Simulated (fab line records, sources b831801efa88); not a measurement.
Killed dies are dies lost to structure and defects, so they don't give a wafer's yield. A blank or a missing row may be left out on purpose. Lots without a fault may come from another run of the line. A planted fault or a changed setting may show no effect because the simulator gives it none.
Which tool did it? | flow sky130 | 14 lots, 41 wafers sampled, at 5 steps of a route of 708

WHAT THE GAUGES READ, wafer by wafer
SKY_VT_ADJUST_HVTP_CD_MEAS_07: target cd 380 nm.
lot  | measured     | on        | cd_nm (nm)
L283 | day 6 08:18  | cd_sem-02 | 379.0 381.7 380.4
L284 | day 6 14:38  | cd_sem-01 | 382.3 378.2 378.9
L285 | day 7 00:31  | cd_sem-02 | 383.2 384.2 381.8
L286 | day 7 03:18  | cd_sem-02 | 378.5 373.3 377.4
L287 | day 7 17:31  | cd_sem-01 | 377.2 376.0 373.6
L288 | day 7 17:48  | cd_sem-02 | 381.5 382.0 381.9
L289 | day 7 22:41  | cd_sem-01 | 383.4 383.2 383.8
L290 | day 8 04:40  | cd_sem-01 | 375.2 377.5 378.3
L292 | day 8 16:17  | cd_sem-01 | 384.5 382.2
L300 | day 10 16:49 | cd_sem-02 | 379.2 377.7 376.6
L302 | day 11 11:52 | cd_sem-02 | 379.2 379.4 378.7
L303 | day 11 18:04 | cd_sem-01 | 376.9 375.8 375.9
L304 | day 11 22:12 | cd_sem-02 | 377.5 378.0 379.5
L305 | day 12 07:47 | cd_sem-01 | 379.2 377.0 380.0

SKY_VT_ADJUST_HVTR_CD_MEAS_07: target cd 380 nm.
lot  | measured     | on        | cd_nm (nm)
L283 | day 9 16:23  | cd_sem-01 | 381.4 382.8 381.7
L284 | day 9 22:14  | cd_sem-01 | 377.0 377.3 379.6
L285 | day 10 10:56 | cd_sem-01 | 380.1 380.4 381.0
L286 | day 10 15:09 | cd_sem-01 | 378.4 380.4 379.0
L287 | day 11 07:01 | cd_sem-01 | 384.5 380.6 381.2
L288 | day 11 07:46 | cd_sem-01 | 377.6 378.6 377.9
L289 | day 11 11:14 | cd_sem-01 | 377.3 374.5 377.0
L290 | day 11 19:32 | cd_sem-01 | 377.0 358.6 357.5
L292 | day 12 10:13 | cd_sem-01 | 381.6 361.4
L300 | day 14 21:09 | cd_sem-01 | 382.7 381.1 379.9
L302 | day 15 18:17 | cd_sem-02 | 377.2 378.9 379.0
L303 | day 16 01:16 | cd_sem-02 | 378.1 376.0 376.0
L304 | day 16 06:14 | cd_sem-01 | 379.1 379.3 378.5
L305 | day 16 17:00 | cd_sem-01 | 381.6 379.7 380.3

SKY_VT_ADJUST_HVTR_OVL_MEAS_08.
lot  | measured     | on         | VT_ADJUST_HVTR_OVL (nm)
L283 | day 9 16:30  | overlay-02 | 3.5 2.3 1.9
L284 | day 9 22:21  | overlay-01 | 1.2 -1.2 -0.5
L285 | day 10 11:03 | overlay-02 | 3.7 2.0 2.4
L286 | day 10 15:16 | overlay-01 | -1.3 -0.2 -0.9
L287 | day 11 07:07 | overlay-01 | -1.5 -1.1 -1.0
L288 | day 11 07:53 | overlay-01 | 3.5 -0.1 0.8
L289 | day 11 11:20 | overlay-01 | 0.3 0.9 0.5
L290 | day 11 19:38 | overlay-01 | -0.2 0.5 -0.7
L292 | day 12 10:18 | overlay-02 | 1.1 -0.9
L300 | day 14 21:16 | overlay-02 | 1.1 0.8 1.5
L302 | day 15 18:24 | overlay-01 | 0.5 0.1 -2.5
L303 | day 16 01:20 | overlay-01 | -1.5 0.4 0.5
L304 | day 16 06:21 | overlay-01 | 0.3 -2.2 -0.8
L305 | day 16 17:07 | overlay-02 | -0.9 -0.8 -0.1

SKY_VT_ADJUST_PCH_TW_MEAS_10.
lot  | measured     | on            | VT_ADJUST_PCH_TW
L283 | day 10 16:07 | film_metro-04 | 142.4 141.4 141.4
L284 | day 10 22:01 | film_metro-03 | 143.5 143.0 144.0
L285 | day 11 10:07 | film_metro-03 | 143.4 144.5 143.6
L286 | day 11 14:02 | film_metro-01 | 143.2 144.6 144.1
L287 | day 12 07:17 | film_metro-01 | 143.8 144.8 143.7
L288 | day 12 07:37 | film_metro-04 | 140.9 142.1 140.6
L289 | day 12 11:49 | film_metro-01 | 143.9 144.5 144.5
L290 | day 12 20:38 | film_metro-01 | 143.9 144.8 144.1
L292 | day 13 11:38 | film_metro-04 | 141.4 140.7
L300 | day 16 00:50 | film_metro-03 | 144.2 143.6 144.0
L302 | day 16 22:25 | film_metro-03 | 144.4 144.3 143.8
L303 | day 17 05:52 | film_metro-04 | 141.5 142.0 140.7
L304 | day 17 11:25 | film_metro-03 | 142.0 141.4 141.1
L305 | day 17 21:52 | film_metro-04 | 141.3 140.9 141.8

WHICH TOOL RAN EACH LOT (tool, then ch and the chambers of the sampled wafers, then the start)
lot  | SKY_VT_ADJUST_HVTR_EXPOSE_04
L283 | iline_stepper-01 ch 0, day 9 06:43
L284 | iline_stepper-02 ch 0, day 9 11:34
L285 | iline_stepper-01 ch 0, day 9 23:16
L286 | iline_stepper-01 ch 0, day 10 04:01
L287 | iline_stepper-01 ch 0, day 10 19:24
L288 | iline_stepper-01 ch 0, day 10 19:59
L289 | iline_stepper-01 ch 0, day 11 00:47
L290 | iline_stepper-01 ch 0, day 11 08:37
L292 | iline_stepper-01 ch 0, day 11 21:56
L300 | iline_stepper-02 ch 0, day 14 08:17
L302 | iline_stepper-02 ch 0, day 15 05:03
L303 | iline_stepper-01 ch 0, day 15 11:50
L304 | iline_stepper-01 ch 0, day 15 16:38
L305 | iline_stepper-02 ch 0, day 16 02:49
- SKY_VT_ADJUST_HVTR_EXPOSE_04: exposes mask HVTRM, target cd 380 nm.

WHAT THE TOOLS THEMSELVES READ (means of the sampled wafers that have a number; where no wafer has one, the mark that the record gives instead)
The record holds no such reading with a usual standard deviation.

THE ANSWER, worked out from the rows above alone
Rule: what is usual is taken from the lots themselves. Put in order of their means at a reading, lots are off if they are a third of the lots or fewer, leave a main group of 4 or more, and stand apart from it by a gap of 3 or more times the standard deviation of the main group's means; of several such gaps the widest counts. A main group whose means are all the same, to the digits that the tables above print for the reading, isn't used. A lot without any number at a reading at which 4 lots or more have one is off too. The other lots that the step has rows for count as sound. The gauges are gone through in route order, then the tools' own readings, and for those a lot's mean is taken as printed above. The first step at which some lot is off is used, and at that step the reading that is off furthest; a lot without a number counts as furthest.
No lot is off at any reading shown: from this, nothing can be told.

WHAT THE SIMULATOR HAD PUT IN
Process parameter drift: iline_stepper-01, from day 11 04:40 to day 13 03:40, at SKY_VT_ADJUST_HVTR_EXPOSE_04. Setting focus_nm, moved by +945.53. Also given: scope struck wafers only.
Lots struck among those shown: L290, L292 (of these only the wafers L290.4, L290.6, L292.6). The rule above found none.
